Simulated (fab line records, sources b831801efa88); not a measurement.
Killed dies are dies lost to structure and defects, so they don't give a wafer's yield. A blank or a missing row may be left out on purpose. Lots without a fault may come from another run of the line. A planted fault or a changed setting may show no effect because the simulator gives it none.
Which tool did it? | flow gf180mcu | 12 lots, 36 wafers sampled, at 6 steps of a route of 602

WHAT THE GAUGES READ, wafer by wafer
GF_PSD_RS_MEAS_14: measures by four-point-probe. Usual: NSD_RS 46.10 ohm/sq, standard deviation 0.085.
lot  | measured     | on            | NSD_RS (ohm/sq)   | flag
L840 | day 14 02:35 | film_metro-03 | 46.12 46.02 46.02 |
L841 | day 14 11:04 | film_metro-02 | 45.99 45.97 46.10 |
L842 | day 14 21:23 | film_metro-04 | 46.15 46.06 46.10 |
L843 | day 15 05:19 | film_metro-04 | 46.18 46.12 46.25 |
L844 | day 15 11:57 | film_metro-04 | 46.06 46.12 46.13 |
L845 | day 15 21:44 | film_metro-02 | 46.00 46.07 46.05 |
L851 | day 18 00:38 | film_metro-03 | 45.94 46.11 45.92 |
L852 | day 18 09:34 | film_metro-04 | 41.09 41.09 41.02 | OFF
L853 | day 18 22:35 | film_metro-03 | 41.14 40.99 40.92 | OFF
L859 | day 20 22:37 | film_metro-03 | 46.09 46.14 46.12 |
L862 | day 21 22:17 | film_metro-02 | 46.08 46.18 46.12 |
L863 | day 22 10:40 | film_metro-02 | 46.19 46.20 46.22 |

GF_PSD_RS_MEAS_15: measures by four-point-probe. Usual: PSD_RS 108.53 ohm/sq, standard deviation 0.27.
lot  | measured     | on            | PSD_RS (ohm/sq)      | flag
L840 | day 14 02:42 | film_metro-03 | 108.45 108.69 108.40 |
L841 | day 14 11:11 | film_metro-02 | 108.23 108.21 108.32 |
L842 | day 14 21:30 | film_metro-04 | 108.96 108.63 108.50 |
L843 | day 15 05:26 | film_metro-04 | 108.55 108.25 108.35 |
L844 | day 15 12:04 | film_metro-04 | 108.71 108.33 108.40 |
L845 | day 15 21:51 | film_metro-02 | 108.45 108.93 108.63 |
L851 | day 18 00:46 | film_metro-03 | 107.56 108.14 107.81 |
L852 | day 18 09:41 | film_metro-04 | 94.48 94.51 94.01    | OFF
L853 | day 18 22:43 | film_metro-03 | 94.32 94.29 94.26    | OFF
L859 | day 20 22:44 | film_metro-03 | 108.96 108.37 108.27 |
L862 | day 21 22:25 | film_metro-02 | 108.88 108.79 108.05 |
L863 | day 22 10:47 | film_metro-02 | 108.73 108.67 108.64 |

GF_CONTACT_THK_MEAS_01. Usual: CONTACT_CVD_00_THK 299 nm, standard deviation 4.
lot  | measured     | on            | CONTACT_CVD_00_THK (nm) | flag
L840 | day 15 01:32 | film_metro-04 | 295 297 302             |
L841 | day 15 08:33 | film_metro-01 | 302 300 302             |
L842 | day 15 21:07 | film_metro-01 | 294 300 298             |
L843 | day 16 04:29 | film_metro-01 | 303 300 300             |
L844 | day 16 11:38 | film_metro-01 | 296 296 302             |
L845 | day 16 21:53 | film_metro-04 | 302 295 306             |
L851 | day 19 01:30 | film_metro-04 | 299 292 302             |
L852 | day 19 11:03 | film_metro-01 | 305 294 295             |
L853 | day 20 00:05 | film_metro-01 | 304 293 303             |
L859 | day 21 23:09 | film_metro-04 | 298 297 301             |
L862 | day 22 21:58 | film_metro-04 | 293 301 303             |
L863 | day 23 10:34 | film_metro-01 | 301 295 301             |

WHICH TOOL RAN EACH LOT (tool, then ch and the chambers of the sampled wafers, then the start)
lot  | GF_HV_LDD_RTA_52                 | GF_PSD_RTA_13                    | GF_SALICIDE_RTA_06
L840 | rtp_anneal-01 ch 0, day 12 06:50 | rtp_anneal-01 ch 0, day 14 02:29 | rtp_anneal-02 ch 0, day 15 01:12
L841 | rtp_anneal-02 ch 0, day 12 15:10 | rtp_anneal-02 ch 0, day 14 10:58 | rtp_anneal-01 ch 0, day 15 08:13
L842 | rtp_anneal-02 ch 0, day 13 00:38 | rtp_anneal-01 ch 0, day 14 21:17 | rtp_anneal-02 ch 0, day 15 20:47
L843 | rtp_anneal-02 ch 0, day 13 06:17 | rtp_anneal-02 ch 0, day 15 05:14 | rtp_anneal-01 ch 0, day 16 04:10
L844 | rtp_anneal-01 ch 0, day 13 13:10 | rtp_anneal-02 ch 0, day 15 11:52 | rtp_anneal-02 ch 0, day 16 11:12
L845 | rtp_anneal-02 ch 0, day 13 22:20 | rtp_anneal-01 ch 0, day 15 21:38 | rtp_anneal-01 ch 0, day 16 21:32
L851 | rtp_anneal-02 ch 0, day 15 21:32 | rtp_anneal-02 ch 0, day 18 00:33 | rtp_anneal-01 ch 0, day 19 01:10
L852 | rtp_anneal-01 ch 0, day 16 06:40 | rtp_anneal-02 ch 0, day 18 09:28 | rtp_anneal-02 ch 0, day 19 10:43
L853 | rtp_anneal-02 ch 0, day 16 19:39 | rtp_anneal-02 ch 0, day 18 22:29 | rtp_anneal-02 ch 0, day 19 23:45
L859 | rtp_anneal-02 ch 0, day 18 18:36 | rtp_anneal-01 ch 0, day 20 22:31 | rtp_anneal-02 ch 0, day 21 22:44
L862 | rtp_anneal-02 ch 0, day 19 19:05 | rtp_anneal-01 ch 0, day 21 22:11 | rtp_anneal-01 ch 0, day 22 21:38
L863 | rtp_anneal-01 ch 0, day 20 08:37 | rtp_anneal-02 ch 0, day 22 10:34 | rtp_anneal-01 ch 0, day 23 10:14
- GF_HV_LDD_RTA_52: time 10 s.
- GF_PSD_RTA_13: time 20 s.
- GF_SALICIDE_RTA_06: time 30 s.

WHAT THE TOOLS THEMSELVES READ (means of the sampled wafers that have a number; where no wafer has one, the mark that the record gives instead)
GF_HV_LDD_RTA_52. Usual: anneal_temp_c_max 1004.4, standard deviation 1.1; lamp_power_pct 30.07 %, standard deviation 0.032; wafer_temp_C_max 1006.6, standard deviation 1.9.
lot  | tool          | anneal_temp_c_max | lamp_power_pct (%) | wafer_temp_C_max | flag
L840 | rtp_anneal-01 | 1004.6            | 30.05              | 1004.2           |
L841 | rtp_anneal-02 | 1004.5            | 30.10              | 1008.0           |
L842 | rtp_anneal-02 | 1003.9            | 30.08              | 1007.4           |
L843 | rtp_anneal-02 | 1004.1            | 30.10              | 1007.3           |
L844 | rtp_anneal-01 | 1005.0            | 30.03              | 1004.7           |
L845 | rtp_anneal-02 | 1003.5            | 30.08              | 1007.8           |
L851 | rtp_anneal-02 | 1003.2            | 30.08              | 1008.4           |
L852 | rtp_anneal-01 | 1006.2            | 30.05              | 1004.4           |
L853 | rtp_anneal-02 | 1003.3            | 30.08              | 1008.1           |
L859 | rtp_anneal-02 | 1003.4            | 30.08              | 1007.7           |
L862 | rtp_anneal-02 | 1003.1            | 30.08              | 1008.4           |
L863 | rtp_anneal-01 | 1004.4            | 30.03              | 1004.6           |

GF_PSD_RTA_13. Usual: lamp_power_pct 31.20 %, standard deviation 0.035; wafer_temp_C_max 1031.2, standard deviation 2.2.
lot  | tool          | lamp_power_pct (%) | wafer_temp_C_max | flag
L840 | rtp_anneal-01 | 31.17              | 1030.7           |
L841 | rtp_anneal-02 | 31.18              | 1033.0           |
L842 | rtp_anneal-01 | 31.16              | 1029.3           |
L843 | rtp_anneal-02 | 31.19              | 1032.6           |
L844 | rtp_anneal-02 | 31.25              | 1032.7           |
L845 | rtp_anneal-01 | 31.18              | 1029.2           |
L851 | rtp_anneal-02 | 31.22              | 1032.6           |
L852 | rtp_anneal-02 | 34.16              | 1069.8           | OFF
L853 | rtp_anneal-02 | 34.15              | 1068.2           | OFF
L859 | rtp_anneal-01 | 31.18              | 1030.2           |
L862 | rtp_anneal-01 | 31.18              | 1030.6           |
L863 | rtp_anneal-02 | 31.21              | 1034.3           |

GF_SALICIDE_RTA_06. Usual: anneal_temp_c_max 532.3, standard deviation 0.64; lamp_power_pct 5.662 %, standard deviation 0.0067; wafer_temp_C_max 533.3, standard deviation 1.1.
lot  | tool          | anneal_temp_c_max | lamp_power_pct (%) | wafer_temp_C_max | flag
L840 | rtp_anneal-02 | 531.7             | 5.668              | 533.6            |
L841 | rtp_anneal-01 | 532.9             | 5.659              | 532.0            |
L842 | rtp_anneal-02 | 532.0             | 5.664              | 534.0            |
L843 | rtp_anneal-01 | 532.8             | 5.657              | 531.8            |
L844 | rtp_anneal-02 | 532.3             | 5.671              | 534.0            |
L845 | rtp_anneal-01 | 532.8             | 5.660              | 532.6            |
L851 | rtp_anneal-01 | 532.8             | 5.652              | 532.8            |
L852 | rtp_anneal-02 | 531.8             | 5.669              | 534.5            |
L853 | rtp_anneal-02 | 532.4             | 5.667              | 533.9            |
L859 | rtp_anneal-02 | 531.8             | 5.670              | 534.2            |
L862 | rtp_anneal-01 | 533.0             | 5.654              | 532.7            |
L863 | rtp_anneal-01 | 532.8             | 5.657              | 531.9            |

THE ANSWER, worked out from the rows above alone
Rule: a lot is off if the mean of its wafers that have a number lies more than 3 standard deviations from the usual mean. A lot without any number at a reading at which 4 lots or more have one is off too. The other lots that the step has rows for count as sound. The gauges are gone through in route order, then the tools' own readings, and for those a lot's mean is taken as printed above. The first step at which some lot is off is used, and at that step the reading that is off furthest; a lot without a number counts as furthest.
Off: L852, L853, at GF_PSD_RS_MEAS_14 (NSD_RS).
A tool fits if, at a process step before that reading, it ran every lot that is off, and no sound lot after the first of them. The gauges at GF_PSD_RS_MEAS_14 aren't tried: what is off there is off at GF_PSD_RTA_13 too, on other tools, and a gauge's error can't cause that. None of those tried fits.

WHAT THE SIMULATOR HAD PUT IN
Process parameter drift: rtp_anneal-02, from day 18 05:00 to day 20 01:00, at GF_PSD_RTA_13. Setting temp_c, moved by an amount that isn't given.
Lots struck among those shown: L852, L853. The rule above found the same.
